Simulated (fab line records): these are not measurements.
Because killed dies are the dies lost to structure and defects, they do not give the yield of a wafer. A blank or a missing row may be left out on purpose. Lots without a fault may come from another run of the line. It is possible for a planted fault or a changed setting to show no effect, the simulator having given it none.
fab line records	flow sky130	part 1 of 2: steps 1 to 29 of 36
record lots=5	wafers=15	last-day=50
route steps=708 shown LI_CONTACT@370 LOCAL_INTERCONNECT@387
lots that met no fault: taken from a fault-free run of the same line
start-h: hours from the record's opening day to when the first of the lot's shown wafers began	wait-h: hours from the lot's prior step to this one	" same as the row above	L1.1+2: a row that stands for several wafers	- no value present, or no start provided	* or withheld: withheld	< > ~ a bound
route shown NAME@n: names a module that has steps shown in the file, with the first one's number in the route	usual: the fault-free wafers' mean and standard deviation	same: alike in all rows	chamber/n: place in a boat	sites: per-site readings	_std_site: standard deviation across them	_edge_site: inner sites' mean taken away from outer sites' mean	radius-mm: how far each site lies from the wafer's centre	mask NAME#n: copy n	behind: the last tool/chamber to shape the wafer	hold: why the lot went on hold/how many hours it stayed there/how the hold came to an end	device: names the non-switching transistor (n, p or np)	end of line: tests of these same wafers at the route's end	for a step that has no rows: nothing shown but its recipe	killed: dies that structure and defects cost at the first sort, which is not the same as the wafer's yield	map: a wafer's dies, x killed, . not, _ none there
set.NAME: setting as actually run; set.NAME@STEP: the setting as run at that earlier step	model.NAME: the simulator's own value behind a step, which no gauge read
lots seen at some steps along the route; tables by step, rows by wafer
services: when a tool's chamber went out of use (start-h, in hours from the record's first day, below 0 if earlier), for how many hours, and the reason
## steps
# step SKY_LI_CONTACT_SOFTBAKE_08
# recipe temp-c=100	time-s=90	resist=KrF-thick
lot.wafer	tool	chamber	start-h	wait-h
L077.4+5+6	litho-track-03	0	-	-
L078.2+4+5	litho-track-02	0	-	-
L083.2+3+6	litho-track-04	0	-	-
L089.1+3+6	litho-track-02	0	-	-
L094.2+3+6	litho-track-02	0	-	-
# step SKY_LI_CONTACT_EXPOSE_09
# recipe mask-id=LICM1	na=0.8	source-shape=annular	sigma-inner=0.55	sigma-outer=0.85	target-cd-nm=170	dose-mj=38
lot.wafer	tool	chamber	start-h	wait-h	mask
L077.4+5+6	krf-scanner-01	0	-	-	LICM1#0
L078.2+4+5	krf-scanner-02	0	-	-	LICM1#0
L083.2+3+6	krf-scanner-01	0	-	-	LICM1#0
L089.1+3+6	krf-scanner-01	0	-	-	LICM1#0
L094.2+3+6	krf-scanner-01	0	-	-	LICM1#0
# step SKY_LI_CONTACT_PEB_10
# recipe peb-temp-c=withheld	peb-time-s=withheld	resist=KrF-thick
lot.wafer	tool	chamber	start-h	wait-h
L077.4+5+6	litho-track-03	0	-	-
L078.2+4+5	litho-track-03	0	-	-
L083.2+3+6	litho-track-04	0	-	-
L089.1+3+6	litho-track-02	0	-	-
L094.2+3+6	litho-track-02	0	-	-
# step SKY_LI_CONTACT_DEVELOP_11
# recipe develop-time-s=60	resist=KrF-thick	dev-temp-c=21
lot.wafer	tool	chamber	start-h	wait-h
L077.4+5+6	litho-track-03	0	-	-
L078.2+4+5	litho-track-03	0	-	-
L083.2+3+6	litho-track-04	0	-	-
L089.1+3+6	litho-track-02	0	-	-
L094.2+3+6	litho-track-02	0	-	-
# step SKY_LI_CONTACT_CD_MEAS_12
# recipe target-cd-nm=170
# usual cd-nm=170.5/1.7
lot.wafer	tool	chamber	start-h	wait-h	cd-nm
L077.4	cd-sem-01	-	705.41	-	171.5
L077.5	"	-	"	"	169.9
L077.6	"	-	"	"	169.0
L078.2	cd-sem-01	-	713.42	-	171.3
L078.4	"	-	"	"	170.1
L078.5	"	-	"	"	171.3
L083.2	cd-sem-01	-	749.13	-	171.7
L083.3	"	-	"	"	173.2
L083.6	"	-	"	"	172.9
L089.1	cd-sem-02	-	786.96	-	169.9
L089.3	"	-	"	"	170.0
L089.6	"	-	"	"	171.0
L094.2	cd-sem-02	-	851.73	-	169.0
L094.3	"	-	"	"	169.5
L094.6	"	-	"	"	168.4
# step SKY_LI_CONTACT_OVL_MEAS_13
# usual LI_CONTACT_OVL=-1/5.2
lot.wafer	tool	chamber	start-h	wait-h	LI_CONTACT_OVL[nm]
L077.4	overlay-02	-	705.49	0.1	-6
L077.5	"	-	"	"	-6
L077.6	"	-	"	"	-6
L078.2	overlay-01	-	713.53	0.1	-5
L078.4	"	-	"	"	-4
L078.5	"	-	"	"	4
L083.2	overlay-01	-	749.24	0.1	0
L083.3	"	-	"	"	-2
L083.6	"	-	"	"	-3
L089.1	overlay-02	-	787.08	0.1	-3
L089.3	"	-	"	"	-6
L089.6	"	-	"	"	-14
L094.2	overlay-01	-	851.84	0.1	-8
L094.3	"	-	"	"	-10
L094.6	"	-	"	"	-3
# step SKY_LI_CONTACT_ETCH_14
# recipe chemistry=N2/H2	target=BARC	ion-energy-ev=200	source-w=500	bias-w=100	pressure-mtorr=30	n2-flow-sccm=100	h2-flow-sccm=200	stop-on=SiO2	time-s=45.9	target-depth-a=600
# usual drypump-motor-current-A=5.5/0.4	n2-flow-sccm=99.95/0.3	oes-product-au=0.854/0.0047	throttle-valve-pct=13.225/0.0094
lot.wafer	tool	chamber	start-h	wait-h	drypump-motor-current-A	n2-flow-sccm	oes-product-au	rf-hours-counter-h	throttle-valve-pct
L077.4	rie-diel-02	1	705.51	0.0	5.3	100.26	0.848	0	13.214
L077.5	"	0	"	"	5.0	99.26	0.859	-	13.226
L077.6	"	3	"	"	5.7	99.96	0.859	-	13.230
L078.2	rie-diel-04	2	713.56	0.0	5.2	99.85	0.851	3	13.224
L078.4	"	1	"	"	5.4	100.21	0.858	4	13.235
L078.5	"	3	"	"	5.3	99.68	0.849	-	13.231
L083.2	rie-diel-02	2	749.27	0.0	6.2	99.88	0.848	4	13.231
L083.3	"	1	"	"	5.2	99.74	0.856	1	13.238
L083.6	"	3	"	"	5.7	99.24	0.859	-	13.224
L089.1	rie-diel-01	0	787.12	0.0	5.6	100.11	0.849	4	13.237
L089.3	"	1	"	"	5.0	100.22	0.856	0	13.236
L089.6	"	3	"	"	6.2	100.35	0.854	-	13.218
L094.2	rie-diel-02	0	851.87	0.0	4.9	100.02	0.857	6	13.239
L094.3	"	1	"	"	5.3	100.07	0.865	4	13.236
L094.6	"	0	"	"	5.0	100.12	0.854	-	13.232
# step SKY_LI_CONTACT_ETCH_15
# recipe target=PSG	chemistry=C4F8/O2/Ar	stop-on=Si	taper-deg=4.15	mask-material=KrF-thick	source-w=1500	bias-w=1200	pressure-mtorr=40	c4f8-flow-sccm=withheld	O2_flow_sccm=6	Ar_flow_sccm=300	time-s=withheld	target-depth-a=6000
# usual oes-product-au=0.837/0.0048
lot.wafer	tool	chamber	start-h	wait-h	oes-product-au
L077.4	rie-diel-02	1	705.55	0.0	0.832
L077.5	"	0	"	"	0.843
L077.6	"	3	"	"	0.832
L078.2	rie-diel-04	2	713.60	0.0	0.839
L078.4	"	1	"	"	0.841
L078.5	"	3	"	"	0.840
L083.2	rie-diel-02	2	749.31	0.0	0.832
L083.3	"	1	"	"	0.838
L083.6	"	3	"	"	0.829
L089.1	rie-diel-01	0	787.16	0.0	0.843
L089.3	"	1	"	"	0.837
L089.6	"	3	"	"	0.836
L094.2	rie-diel-02	0	851.91	0.0	0.839
L094.3	"	1	"	"	0.837
L094.6	"	0	"	"	0.842
# step SKY_LI_CONTACT_STRIP_16
# recipe chemistry=O2/N2	power-w=1400	pressure-mtorr=1500	platen-temp-c=withheld	o2-flow-sccm=3000	n2-flow-sccm=300	overash-fraction=0.5
# usual drypump-motor-current-A=5.7/0.6	n2-flow-sccm=300.1/0.83	oes-product-au=0.376/0.0047	strip-time-to-endpoint-s=3.50/0.043
lot.wafer	tool	chamber	start-h	wait-h	drypump-motor-current-A	n2-flow-sccm	oes-product-au	rf-hours-counter-h	strip-time-to-endpoint-s
L077.4	plasma-asher-01	0	705.67	-	5.7	301.0	0.377	-	3.47
L077.5	"	1	"	"	4.9	300.3	0.363	-	3.44
L077.6	"	0	"	"	5.6	299.9	0.366	-	3.46
L078.2	plasma-asher-01	0	713.68	-	5.7	300.5	0.373	27	3.48
L078.4	"	1	"	"	5.0	301.0	0.379	-	3.52
L078.5	"	1	"	"	4.9	299.6	0.372	-	3.43
L083.2	plasma-asher-04	1	749.40	-	5.4	301.4	0.375	92	3.51
L083.3	"	1	"	"	5.4	300.5	0.372	-	3.46
L083.6	"	1	"	"	5.3	300.1	0.375	-	3.51
L089.1	plasma-asher-03	0	787.24	-	6.1	301.0	0.371	64	3.46
L089.3	"	1	"	"	5.1	299.8	0.372	-	3.62
L089.6	"	0	"	"	6.1	302.6	0.373	-	3.52
L094.2	plasma-asher-01	1	851.99	-	4.9	301.0	0.364	41	3.44
L094.3	"	1	"	"	4.9	299.9	0.374	-	3.38
L094.6	"	0	"	"	5.7	299.5	0.373	-	3.50
# step SKY_LI_CONTACT_CLEAN_17
# recipe chemistry=NMP	time-s=600	temp-c=60	dry=n2-spin
# usual bath-heat-duty-pct=10.1/1.4
lot.wafer	tool	chamber	start-h	wait-h	bath-heat-duty-pct
L077.4	wet-bench-02	2	705.73	0.0	9.9
L077.5	"	2	"	"	7.9
L077.6	"	2	"	"	9.9
L078.2	wet-bench-02	0	713.78	0.1	13.3
L078.4	"	0	"	"	12.9
L078.5	"	0	"	"	12.5
L083.2	wet-bench-01	0	749.50	0.1	9.4
L083.3	"	0	"	"	9.4
L083.6	"	0	"	"	9.6
L089.1	wet-bench-02	3	787.34	0.1	9.8
L089.3	"	3	"	"	9.2
L089.6	"	3	"	"	8.8
L094.2	wet-bench-01	3	852.09	0.1	9.3
L094.3	"	3	"	"	9.7
L094.6	"	3	"	"	10.4
# step SKY_LI_CONTACT_PRE_CLEAN_18
# recipe gas=Ar	time-s=5.6	bias-v=358
lot.wafer	tool	chamber	start-h	wait-h
L077.4+5+6	pvd-sputter-04	-	705.91	0.0
L078.2+4+5	pvd-sputter-04	-	713.96	0.0
L083.2+3+6	pvd-sputter-03	-	749.69	0.0
L089.1+3+6	pvd-sputter-01	-	787.52	0.0
L094.2+3+6	pvd-sputter-01	-	852.27	0.0
# step SKY_LI_CONTACT_SPUTTER_19
# recipe material=Ti	target-thk-nm=20	chamber-pressure-pa=5	power-w=2500	substrate-temp-c=200	time-s=106.37
# usual cathode-dc-power-W=2499.9/0.43	throttle-valve-pct=29.6/1.1
lot.wafer	tool	chamber	start-h	wait-h	cathode-dc-power-W	throttle-valve-pct
L077.4	pvd-sputter-04	-	705.93	0.0	2499.1	27.7
L077.5	"	-	"	"	2500.4	29.0
L077.6	"	-	"	"	2500.0	30.3
L078.2	pvd-sputter-04	-	713.98	0.0	2499.8	27.7
L078.4	"	-	"	"	2499.8	29.8
L078.5	"	-	"	"	2500.2	29.7
L083.2	pvd-sputter-03	-	749.71	0.0	2500.2	30.3
L083.3	"	-	"	"	2500.0	29.4
L083.6	"	-	"	"	2499.8	27.7
L089.1	pvd-sputter-01	-	787.54	0.0	2499.5	29.3
L089.3	"	-	"	"	2500.5	29.1
L089.6	"	-	"	"	2500.0	29.1
L094.2	pvd-sputter-01	-	852.29	0.0	2499.8	31.0
L094.3	"	-	"	"	2499.6	29.6
L094.6	"	-	"	"	2499.4	28.9
# step SKY_LI_CONTACT_SPUTTER_20
# recipe material=TiN	target-thk-nm=20	chamber-pressure-pa=5	power-w=4000	time-s=80
# usual cathode-dc-power-W=3999.9/0.65	throttle-valve-pct=29.6/1.1
lot.wafer	tool	chamber	start-h	wait-h	cathode-dc-power-W	throttle-valve-pct
L077.4	pvd-sputter-04	-	706.01	0.0	4000.8	27.3
L077.5	"	-	"	"	3999.6	28.9
L077.6	"	-	"	"	3999.5	30.4
L078.2	pvd-sputter-04	-	714.06	0.0	3999.8	27.7
L078.4	"	-	"	"	3999.6	29.8
L078.5	"	-	"	"	3999.4	29.6
L083.2	pvd-sputter-03	-	749.78	0.0	4001.1	30.0
L083.3	"	-	"	"	4000.1	29.4
L083.6	"	-	"	"	4000.5	27.7
L089.1	pvd-sputter-01	-	787.61	0.0	3998.9	29.4
L089.3	"	-	"	"	3999.7	29.0
L089.6	"	-	"	"	3999.3	29.3
L094.2	pvd-sputter-01	-	852.37	0.0	3999.3	31.0
L094.3	"	-	"	"	4001.0	29.3
L094.6	"	-	"	"	4000.1	29.2
# step SKY_LI_CONTACT_CVD_21
# recipe material=W	target-thk-nm=400	time-s=120.56	temp-c=400	pressure-torr=40
# usual heater-power-outer-w=554/78	heater-power-w=904/140
lot.wafer	tool	chamber	start-h	wait-h	heater-power-outer-w	heater-power-w
L077.4	cvd-w-01	0	706.11	0.1	627	1088
L077.5	"	0	"	"	647	1086
L077.6	"	1	"	"	550	868
L078.2	cvd-w-01	1	714.12	0.0	541	844
L078.4	"	1	"	"	537	860
L078.5	"	0	"	"	633	1084
L083.2	cvd-w-01	1	749.84	0.0	556	841
L083.3	"	1	"	"	555	828
L083.6	"	1	"	"	547	817
L089.1	cvd-w-01	1	787.68	0.0	548	868
L089.3	"	0	"	"	647	1092
L089.6	"	0	"	"	640	1105
L094.2	cvd-w-01	0	852.43	0.0	641	1078
L094.3	"	0	"	"	664	1079
L094.6	"	0	"	"	646	1093
# step SKY_LI_CONTACT_RS_MEAS_22
# recipe thk-meas-gauge=four-point-probe	reads=W_of_LI_CONTACT_CVD_21+TiN_of_LI_CONTACT_SPUTTER_20+Ti_of_LI_CONTACT_SPUTTER_19
# usual LI_CONTACT_W_RS=0.287/0.0033
lot.wafer	tool	chamber	start-h	wait-h	LI_CONTACT_W_RS[ohm/sq]
L077.4	film-metro-01	-	706.25	0.1	0.288
L077.5	"	-	"	"	0.289
L077.6	"	-	"	"	0.280
L078.2	film-metro-02	-	714.26	0.1	0.286
L078.4	"	-	"	"	0.284
L078.5	"	-	"	"	0.290
L083.2	film-metro-02	-	749.99	0.1	0.285
L083.3	"	-	"	"	0.284
L083.6	"	-	"	"	0.285
L089.1	film-metro-02	-	787.80	0.1	0.286
L089.3	"	-	"	"	0.288
L089.6	"	-	"	"	0.288
L094.2	film-metro-02	-	852.57	0.1	0.293
L094.3	"	-	"	"	0.293
L094.6	"	-	"	"	0.293
# step SKY_LI_CONTACT_THK_MEAS_23
# recipe thk-meas-gauge=xrf	reads=W_of_LI_CONTACT_CVD_21
# usual LI_CONTACT_W_THK=389/5.5
lot.wafer	tool	chamber	start-h	wait-h	LI_CONTACT_W_THK[nm]
L077.4	film-metro-01	-	706.34	0.1	388
L077.5	"	-	"	"	387
L077.6	"	-	"	"	397
L078.2	film-metro-02	-	714.37	0.1	391
L078.4	"	-	"	"	390
L078.5	"	-	"	"	386
L083.2	film-metro-02	-	750.10	0.1	397
L083.3	"	-	"	"	398
L083.6	"	-	"	"	394
L089.1	film-metro-02	-	787.92	0.1	392
L089.3	"	-	"	"	388
L089.6	"	-	"	"	389
L094.2	film-metro-02	-	852.68	0.1	382
L094.3	"	-	"	"	380
L094.6	"	-	"	"	383
# step SKY_LI_CONTACT_CMP_24
# recipe stop-on=PSG	t-overpolish-s=20	down-force-psi=3.5	platen-rpm=60	target-thk-nm=0	pad-velocity-m-s=0.94248
# usual motor-current-A=11.2/1.5	overpolish-run-s=19.999/0.009	retaining-ring-pressure-frac=1.000/0.0048	time-to-endpoint-s=99/4.1
lot.wafer	tool	chamber	start-h	wait-h	motor-current-A	overpolish-run-s	retaining-ring-pressure-frac	time-to-endpoint-s
L077.4	cmp-02	3	706.52	0.2	14.6	19.998	0.995	99
L077.5	"	0	"	"	9.9	20.014	0.999	99
L077.6	"	1	"	"	9.0	20.020	1.001	103
L078.2	cmp-01	0	714.42	0.0	12.1	19.995	0.995	100
L078.4	"	1	"	"	10.7	20.012	0.994	101
L078.5	"	0	"	"	12.4	20.001	0.997	102
L083.3	cmp-02	2	750.25	0.1	10.7	19.990	1.001	92
L083.2	"	3	"	"	13.5	19.998	1.003	99
L083.6	"	1	"	"	8.8	19.970	1.004	100
L089.3	cmp-01	1	787.98	0.0	11.0	20.005	1.006	96
L089.1	"	0	"	"	12.7	20.003	1.000	93
L089.6	"	1	"	"	11.6	19.991	1.010	94
L094.3	cmp-01	3	852.73	0.0	12.2	20.004	0.999	93
L094.2	"	1	"	"	10.3	20.010	1.002	95
L094.6	"	0	"	"	11.8	19.980	0.999	95
# step SKY_LOCAL_INTERCONNECT_SPUTTER_00
# recipe material=TiN	target-thk-nm=100	temp-c=300	power-w=6500	time-s=83.3	chamber-pressure-pa=0.4
# usual cathode-dc-power-W=6500.0/1.3	throttle-valve-pct=29.9/1.3
lot.wafer	tool	chamber	start-h	wait-h	cathode-dc-power-W	throttle-valve-pct
L077.4	pvd-sputter-02	-	706.67	0.1	6501.2	28.6
L077.5	"	-	"	"	6499.3	30.4
L077.6	"	-	"	"	6499.9	28.7
L078.2	pvd-sputter-02	-	714.72	0.2	6499.6	30.3
L078.4	"	-	"	"	6500.2	31.0
L078.5	"	-	"	"	6501.1	28.8
L083.2	pvd-sputter-02	-	750.45	0.1	6499.2	28.7
L083.3	"	-	"	"	6500.6	30.5
L083.6	"	-	"	"	6500.5	30.9
L089.1	pvd-sputter-04	-	788.28	0.1	6498.7	29.2
L089.3	"	-	"	"	6499.6	29.9
L089.6	"	-	"	"	6498.5	27.5
L094.2	pvd-sputter-02	-	853.03	0.1	6501.8	30.4
L094.3	"	-	"	"	6499.0	28.3
L094.6	"	-	"	"	6501.8	32.3
# step SKY_LOCAL_INTERCONNECT_RS_MEAS_01
# recipe thk-meas-gauge=four-point-probe	reads=TiN_of_LOCAL_INTERCONNECT_SPUTTER_00
# usual LOCAL_INTERCONNECT_TIN_RS=14.05/0.19
lot.wafer	tool	chamber	start-h	wait-h	LOCAL_INTERCONNECT_TIN_RS[ohm/sq]
L077.4	film-metro-02	-	706.79	0.1	14.04
L077.5	"	-	"	"	14.14
L077.6	"	-	"	"	13.97
L078.2	film-metro-01	-	714.80	0.1	13.94
L078.4	"	-	"	"	14.01
L078.5	"	-	"	"	13.96
L083.2	film-metro-01	-	750.53	0.1	13.82
L083.3	"	-	"	"	14.06
L083.6	"	-	"	"	14.23
L089.1	film-metro-01	-	788.34	0.0	14.10
L089.3	"	-	"	"	14.03
L089.6	"	-	"	"	14.09
L094.2	film-metro-02	-	853.11	0.1	14.11
L094.3	"	-	"	"	13.96
L094.6	"	-	"	"	14.32
# step SKY_LOCAL_INTERCONNECT_THK_MEAS_02
# recipe thk-meas-gauge=xrf	reads=TiN_of_LOCAL_INTERCONNECT_SPUTTER_00
# usual LOCAL_INTERCONNECT_TIN_THK=101.9/1.3
lot.wafer	tool	chamber	start-h	wait-h	LOCAL_INTERCONNECT_TIN_THK[nm]
L077.4	film-metro-02	-	706.88	0.1	101.7
L077.5	"	-	"	"	101.1
L077.6	"	-	"	"	102.5
L078.2	film-metro-01	-	714.91	0.1	102.4
L078.4	"	-	"	"	101.4
L078.5	"	-	"	"	102.3
L083.2	film-metro-01	-	750.64	0.1	103.4
L083.3	"	-	"	"	101.6
L083.6	"	-	"	"	100.8
L089.1	film-metro-01	-	788.46	0.1	101.6
L089.3	"	-	"	"	102.5
L089.6	"	-	"	"	102.0
L094.2	film-metro-02	-	853.22	0.1	101.6
L094.3	"	-	"	"	102.7
L094.6	"	-	"	"	100.6
# step SKY_LOCAL_INTERCONNECT_DEHYDRATE_03
# recipe temp-c=200	time-s=60
lot.wafer	tool	chamber	start-h	wait-h
L077.4+5+6	litho-track-03	0	719.63	12.7
L078.2+4+5	litho-track-01	0	727.54	12.6
L083.2+3+6	litho-track-03	0	763.23	12.6
L089.1+3+6	litho-track-04	0	800.61	12.1
L094.2+3+6	litho-track-01	0	865.14	11.9
# step SKY_LOCAL_INTERCONNECT_HMDS_04
# recipe prime-time-s=60	prime-temp-c=120
lot.wafer	tool	chamber	start-h	wait-h
L077.4+5+6	litho-track-03	0	719.78	0.1
L078.2+4+5	litho-track-01	0	727.69	0.1
L083.2+3+6	litho-track-03	0	763.38	0.1
L089.1+3+6	litho-track-04	0	800.76	0.1
L094.2+3+6	litho-track-01	0	865.29	0.1
# step SKY_LOCAL_INTERCONNECT_COAT_05
# recipe resist=BARC	temp-c=withheld	time-s=withheld	spin-rpm=3000	resist-thk-nm=60
lot.wafer	tool	chamber	start-h	wait-h
L077.4+5+6	litho-track-03	0	719.93	0.1
L078.2+4+5	litho-track-01	0	727.84	0.1
L083.2+3+6	litho-track-03	0	763.53	0.1
L089.1+3+6	litho-track-04	0	800.91	0.1
L094.2+3+6	litho-track-01	0	865.44	0.1
# step SKY_LOCAL_INTERCONNECT_COAT_06
# recipe resist=KrF-thick	spin-rpm=3000	resist-thk-nm=450
lot.wafer	tool	chamber	start-h	wait-h
L077.4+5+6	litho-track-03	0	-	-
L078.2+4+5	litho-track-01	0	-	-
L083.2+3+6	litho-track-03	0	-	-
L089.1+3+6	litho-track-04	0	-	-
L094.2+3+6	litho-track-01	0	-	-
# step SKY_LOCAL_INTERCONNECT_SOFTBAKE_07
# recipe temp-c=100	time-s=90	resist=KrF-thick
lot.wafer	tool	chamber	start-h	wait-h
L077.4+5+6	litho-track-03	0	-	-
L078.2+4+5	litho-track-01	0	-	-
L083.2+3+6	litho-track-03	0	-	-
L089.1+3+6	litho-track-04	0	-	-
L094.2+3+6	litho-track-01	0	-	-
# step SKY_LOCAL_INTERCONNECT_EXPOSE_08
# recipe mask-id=LI1M	na=0.8	source-shape=annular	sigma-inner=0.55	sigma-outer=0.85	target-cd-nm=170	dose-mj=28
lot.wafer	tool	chamber	start-h	wait-h	mask
L077.4+5+6	krf-scanner-02	0	-	-	LI1M#0
L078.2+4+5	krf-scanner-01	0	-	-	LI1M#0
L083.2+3+6	krf-scanner-02	0	-	-	LI1M#0
L089.1+3+6	krf-scanner-01	0	-	-	LI1M#0
L094.2+3+6	krf-scanner-02	0	-	-	LI1M#0
# step SKY_LOCAL_INTERCONNECT_PEB_09
# recipe peb-temp-c=withheld	peb-time-s=withheld	resist=KrF-thick
lot.wafer	tool	chamber	start-h	wait-h
L077.4+5+6	litho-track-01	0	-	-
L078.2+4+5	litho-track-03	0	-	-
L083.2+3+6	litho-track-03	0	-	-
L089.1+3+6	litho-track-03	0	-	-
L094.2+3+6	litho-track-04	0	-	-
# step SKY_LOCAL_INTERCONNECT_DEVELOP_10
# recipe develop-time-s=60	resist=KrF-thick	dev-temp-c=21
lot.wafer	tool	chamber	start-h	wait-h
L077.4+5+6	litho-track-01	0	-	-
L078.2+4+5	litho-track-03	0	-	-
L083.2+3+6	litho-track-03	0	-	-
L089.1+3+6	litho-track-03	0	-	-
L094.2+3+6	litho-track-04	0	-	-
# step SKY_LOCAL_INTERCONNECT_CD_MEAS_11
# recipe target-cd-nm=170
# usual cd-nm=170.3/1.6
lot.wafer	tool	chamber	start-h	wait-h	cd-nm
L077.4	cd-sem-01	-	734.53	-	169.2
L077.5	"	-	"	"	171.0
L077.6	"	-	"	"	170.1
L078.2	cd-sem-01	-	742.32	-	167.0
L078.4	"	-	"	"	168.3
L078.5	"	-	"	"	168.1
L083.2	cd-sem-01	-	776.37	-	174.2
L083.3	"	-	"	"	173.0
L083.6	"	-	"	"	173.9
L089.1	cd-sem-01	-	814.45	-	171.9
L089.3	"	-	"	"	172.3
L089.6	"	-	"	"	170.6
L094.2	cd-sem-02	-	878.48	-	170.2
L094.3	"	-	"	"	169.0
L094.6	"	-	"	"	169.9
